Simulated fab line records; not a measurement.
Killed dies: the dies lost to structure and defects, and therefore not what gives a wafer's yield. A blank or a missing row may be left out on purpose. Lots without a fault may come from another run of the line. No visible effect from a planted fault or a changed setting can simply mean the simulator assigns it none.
Which of the tools did it? | flow sky130 | Sampling: 11 lots, 33 wafers, 5 of 708 route steps

## WHAT EACH GAUGE READ, for each wafer
SKY_FIELD_ISO_THK_MEAS_02. Usual: FIELD_ISO_OXIDATION_00_THK 12.16 nm, standard deviation 0.24.
lot  | measured    | on           | FIELD_ISO_OXIDATION_00_THK (nm)     | flag
L956 | day 1 12:49 | filmMetro-04 | 12.00 12.09 12.33                   | 
L957 | day 1 16:38 | filmMetro-04 | 12.09 12.38 12.02                   | 
L958 | day 1 23:07 | filmMetro-04 | 11.84 11.99 12.16                   | 
L959 | day 2 04:13 | filmMetro-04 | 12.31 11.89 12.15                   | 
L960 | day 2 07:38 | filmMetro-04 | 11.54 11.83 11.59                   | 
L961 | day 2 12:40 | filmMetro-03 | 13.56 13.23 13.45 13.45 13.25 13.49 | OFF
L962 | day 2 17:39 | filmMetro-03 | 12.31 12.32 12.39                   | 
L963 | day 2 22:39 | filmMetro-02 | 12.37 12.29 12.14                   | 
L969 | day 4 05:12 | filmMetro-04 | 13.46 13.43 13.52 13.40 13.41 13.54 | OFF
L976 | day 5 16:03 | filmMetro-02 | 12.50 12.51 12.52                   | 
L979 | day 6 07:18 | filmMetro-02 | 12.62 12.29 12.37                   | 

SKY_NWELL_OVL_MEAS_23. Usual: NWELL_01_OVL 0.0 nm, standard deviation 1.4.
lot  | measured     | on         | NWELL_01_OVL (nm) | flag
L956 | day 5 15:28  | overlay-02 | 1.1 -0.4 0.6      | 
L957 | day 5 19:15  | overlay-02 | -1.4 -0.6 -0.3    | 
L958 | day 6 00:57  | overlay-01 | -0.9 -2.0 -0.6    | 
L959 | day 6 08:55  | overlay-01 | -1.0 0.3 0.6      | 
L960 | day 6 15:31  | overlay-02 | 0.2 0.7 -0.8      | 
L961 | day 6 19:37  | overlay-01 | 1.4 1.1 1.1       | 
L962 | day 6 23:13  | overlay-02 | 2.8 1.0 0.5       | 
L963 | day 7 06:52  | overlay-01 | 0.0 3.3 0.0       | 
L969 | day 8 15:45  | overlay-02 | 2.5 2.1 -0.3      | 
L976 | day 10 14:15 | overlay-02 | 4.1 3.5 1.6       | 
L979 | day 11 03:07 | overlay-01 | 2.0 1.1 0.7       | 

## EACH LOT AND THE TOOL THAT RAN IT (in order: tool; ch and the chambers of the sampled wafers; start)
lot  | SKY_FIELD_ISO_OXIDATION_01   | SKY_DNWELL_STRIP_08                | SKY_PWDE_STRIP_09
L956 | furnace-02 ch 0, day 1 11:17 | plasmaAsher-02 ch 0,1, day 3 07:13 | plasmaAsher-01 ch 0,1, day 4 01:16
L957 | furnace-01 ch 0, day 1 15:07 | plasmaAsher-01 ch 0,1, day 3 12:03 | plasmaAsher-03 ch 0,1, day 4 05:41
L958 | furnace-02 ch 0, day 1 21:36 | plasmaAsher-03 ch 0,1, day 3 16:48 | plasmaAsher-04 ch 0, day 4 10:59
L959 | furnace-01 ch 0, day 2 02:43 | plasmaAsher-02 ch 0,1, day 4 00:34 | plasmaAsher-01 ch 0,1, day 4 18:54
L960 | furnace-02 ch 0, day 2 06:07 | plasmaAsher-02 ch 0,1, day 4 06:54 | plasmaAsher-03 ch 0,1, day 5 01:41
L961 | furnace-02 ch 0, day 2 11:07 | plasmaAsher-02 ch 0,1, day 4 11:05 | plasmaAsher-03 ch 0,1, day 5 04:55
L962 | furnace-01 ch 0, day 2 16:07 | plasmaAsher-01 ch 0,1, day 4 13:44 | plasmaAsher-04 ch 0,1, day 5 08:14
L963 | furnace-01 ch 0, day 2 21:07 | plasmaAsher-01 ch 0,1, day 4 21:11 | plasmaAsher-04 ch 0,1, day 5 16:14
L969 | furnace-02 ch 0, day 4 03:41 | plasmaAsher-03 ch 0,1, day 6 03:15 | plasmaAsher-04 ch 0,1, day 6 22:38
L976 | furnace-01 ch 0, day 5 14:32 | plasmaAsher-01 ch 0,1, day 7 19:27 | plasmaAsher-04 ch 0,1, day 8 17:17
L979 | furnace-01 ch 0, day 6 05:47 | plasmaAsher-01 ch 0, day 8 08:31   | plasmaAsher-04 ch 0,1, day 9 05:53
- SKY_FIELD_ISO_OXIDATION_01: stabilise 600 s, purge 300 s, target thk 12 nm.
- SKY_DNWELL_STRIP_08: strips in O2/N2.
- SKY_PWDE_STRIP_09: strips in O2/N2.

## AS READ BY THE TOOLS THEMSELVES (means over the sampled wafers that have a number; for cases with no such wafer, the mark the record gives instead)
SKY_FIELD_ISO_OXIDATION_01. Usual: spikeTcLowerC 901.6 C, standard deviation 1.1; zonePowerTopPct 33 %, standard deviation 3.2.
lot  | tool       | spikeTcLowerC (C) | zonePowerTopPct (%) | flag
L956 | furnace-02 | 901.6             | 30                  | 
L957 | furnace-01 | 902.1             | 37                  | 
L958 | furnace-02 | 901.4             | 30                  | 
L959 | furnace-01 | 901.4             | 36                  | 
L960 | furnace-02 | 901.6             | 30                  | 
L961 | furnace-02 | 902.2             | 30                  | 
L962 | furnace-01 | 902.9             | 37                  | 
L963 | furnace-01 | 901.2             | 37                  | 
L969 | furnace-02 | 900.3             | 30                  | 
L976 | furnace-01 | 902.4             | 37                  | 
L979 | furnace-01 | 902.1             | 37                  | 

SKY_DNWELL_STRIP_08. Usual: drypumpMotorCurrentA 5.5 A, standard deviation 0.32; n2FlowSccm 300.0 sccm, standard deviation 0.86; oesProductAu 0.722 a.u., standard deviation 0.0042; stripTimeToEndpointS 36.95 s, standard deviation 0.11.
lot  | tool           | drypumpMotorCurrentA (A) | n2FlowSccm (sccm) | oesProductAu (a.u.) | stripTimeToEndpointS (s) | flag
L956 | plasmaAsher-02 | 5.9                      | 299.6             | 0.726               | 36.97                    | 
L957 | plasmaAsher-01 | 5.6                      | 300.3             | 0.726               | 37.03                    | 
L958 | plasmaAsher-03 | 5.3                      | 300.5             | 0.722               | 36.84                    | 
L959 | plasmaAsher-02 | 5.8                      | 300.5             | 0.723               | 37.03                    | 
L960 | plasmaAsher-02 | 5.8                      | 299.9             | 0.724               | 37.02                    | 
L961 | plasmaAsher-02 | 5.9                      | 299.7             | 0.714               | 37.09                    | 
L962 | plasmaAsher-01 | 5.6                      | 299.9             | 0.723               | 37.04                    | 
L963 | plasmaAsher-01 | 5.4                      | 298.6             | 0.722               | 36.87                    | 
L969 | plasmaAsher-03 | 5.3                      | 300.5             | 0.719               | 36.95                    | 
L976 | plasmaAsher-01 | 5.6                      | 300.5             | 0.718               | 37.04                    | 
L979 | plasmaAsher-01 | 5.2                      | 299.7             | 0.722               | 36.95                    | 

SKY_PWDE_STRIP_09. Usual: drypumpMotorCurrentA 5.6 A, standard deviation 0.39; n2FlowSccm 300.1 sccm, standard deviation 0.98; oesProductAu 0.723 a.u., standard deviation 0.0045; stripTimeToEndpointS 36.89 s, standard deviation 0.11.
lot  | tool           | drypumpMotorCurrentA (A) | n2FlowSccm (sccm) | oesProductAu (a.u.) | stripTimeToEndpointS (s) | flag
L956 | plasmaAsher-01 | 5.4                      | 300.0             | 0.720               | 36.77                    | 
L957 | plasmaAsher-03 | 5.3                      | 300.1             | 0.722               | 36.96                    | 
L958 | plasmaAsher-04 | 5.6                      | 300.4             | 0.724               | 36.90                    | 
L959 | plasmaAsher-01 | 5.4                      | 298.8             | 0.725               | 36.78                    | 
L960 | plasmaAsher-03 | 5.2                      | 299.7             | 0.722               | 36.95                    | 
L961 | plasmaAsher-03 | 5.2                      | 300.8             | 0.721               | 36.76                    | 
L962 | plasmaAsher-04 | 5.8                      | 300.3             | 0.721               | 36.96                    | 
L963 | plasmaAsher-04 | 6.0                      | 299.9             | 0.722               | 36.90                    | 
L969 | plasmaAsher-04 | 6.1                      | 300.6             | 0.726               | 36.99                    | 
L976 | plasmaAsher-04 | 6.1                      | 299.1             | 0.724               | 36.90                    | 
L979 | plasmaAsher-04 | 5.8                      | 300.0             | 0.722               | 36.84                    | 

## THE ANSWER, worked out from the rows above alone
Rule: lot off if the mean of its wafers having a number is beyond 3 standard deviations from the usual mean. Also off: a lot with no number at a reading for which 4 or more lots have one. Any other lot the step has rows for is counted as sound. First the gauges in route order, then the tools' own readings, where a lot's mean is used as printed above. At the first step where some lot is off, the reading lying furthest off is the one used; lots without a number count as furthest.
Off: L961, L969, at SKY_FIELD_ISO_THK_MEAS_02 (FIELD_ISO_OXIDATION_00_THK).
A tool fits if, at a process step before that reading, it ran every lot that is off, and no sound lot after the first of them. Gauges at SKY_FIELD_ISO_THK_MEAS_02: tried the same way as those tools. One fits: SKY_FIELD_ISO_OXIDATION_01 on furnace-02. Its last sound lot is L960 (day 2 06:07), its first lot that is off L961 (day 2 11:07): a fault that began between those two fits.

## WHAT HAD BEEN PUT IN BY THE SIMULATOR
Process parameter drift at SKY_FIELD_ISO_OXIDATION_01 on furnace-02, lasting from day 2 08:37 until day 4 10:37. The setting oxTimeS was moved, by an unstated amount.
Shown lots that were struck: L961, L969. The rule above reached the same finding.
